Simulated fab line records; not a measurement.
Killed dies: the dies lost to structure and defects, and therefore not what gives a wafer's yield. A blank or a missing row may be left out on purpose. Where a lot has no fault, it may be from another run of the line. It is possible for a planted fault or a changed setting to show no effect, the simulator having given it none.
Which of the tools did it? :: flow sky130 :: 12 lots (36 wafers sampled), 1 step of a 708-step route

## WHAT THE GAUGES READ, wafer by wafer
SKY_CAP2M_THK_MEAS_01.
lot: L505
measured: day 39 08:28
on: film metro-02
CAP2M_CVD_00_THK (nm): 15.74 15.84 15.96

lot: L507
measured: day 40 06:07
on: film metro-02
CAP2M_CVD_00_THK (nm): 15.31 15.21 15.44

lot: L508
measured: day 40 06:46
on: film metro-03
CAP2M_CVD_00_THK (nm): 15.69 15.78 15.91

lot: L511
measured: day 41 02:34
on: film metro-02
CAP2M_CVD_00_THK (nm): 15.66 15.88 15.88

lot: L513
measured: day 41 15:05
on: film metro-04
CAP2M_CVD_00_THK (nm): 15.48 15.68 15.68

lot: L514
measured: day 42 03:02
on: film metro-03
CAP2M_CVD_00_THK (nm): 15.65 15.76 15.66

lot: L515
measured: day 42 09:55
on: film metro-02
CAP2M_CVD_00_THK (nm): 15.35 15.75 15.68

lot: L516
measured: day 42 10:45
on: film metro-04
CAP2M_CVD_00_THK (nm): 15.53 15.55 15.92

lot: L517
measured: day 43 00:28
on: film metro-04
CAP2M_CVD_00_THK (nm): 15.66 15.45 15.77

lot: L523
measured: day 45 05:52
on: film metro-04
CAP2M_CVD_00_THK (nm): 15.71 15.69 15.62

lot: L527
measured: day 45 14:13
on: film metro-02
CAP2M_CVD_00_THK (nm): 15.34 15.75 15.81

lot: L528
measured: day 45 20:04
on: film metro-04
CAP2M_CVD_00_THK (nm): 15.07 15.87 15.46

## TOOL THAT RAN EACH LOT (tool first, then ch and the chambers of the sampled wafers, then the start)
The record shows no process step preceding these readings.

## AS READ BY THE TOOLS THEMSELVES (means over the sampled wafers that have a number; for cases with no such wafer, the mark the record gives instead)
The record holds no such reading with a usual standard deviation.

## THE ANSWER, worked out from the rows above alone
Rule: what is usual is taken from the lots themselves. Put in order of their means at a reading, lots are off if they are a third of the lots or fewer, leave a main group of 4 or more, and stand apart from it by a gap of 3 or more times the standard deviation of the main group's means; of several such gaps the widest counts. A main group whose means are all the same, to the digits that the tables above print for the reading, isn't used. Also off: a lot with no number at a reading for which 4 or more lots have one. Any other lot the step has rows for is counted as sound. Order of review: gauges by route order, followed by the tools' own readings, for which a lot's mean as printed above is used. The first step at which some lot is off is used, and at that step the reading that is off furthest; a lot without a number counts as furthest.
Across all readings shown, no lot is off: no conclusion can be drawn from this.

## WHAT THE SIMULATOR PUT IN
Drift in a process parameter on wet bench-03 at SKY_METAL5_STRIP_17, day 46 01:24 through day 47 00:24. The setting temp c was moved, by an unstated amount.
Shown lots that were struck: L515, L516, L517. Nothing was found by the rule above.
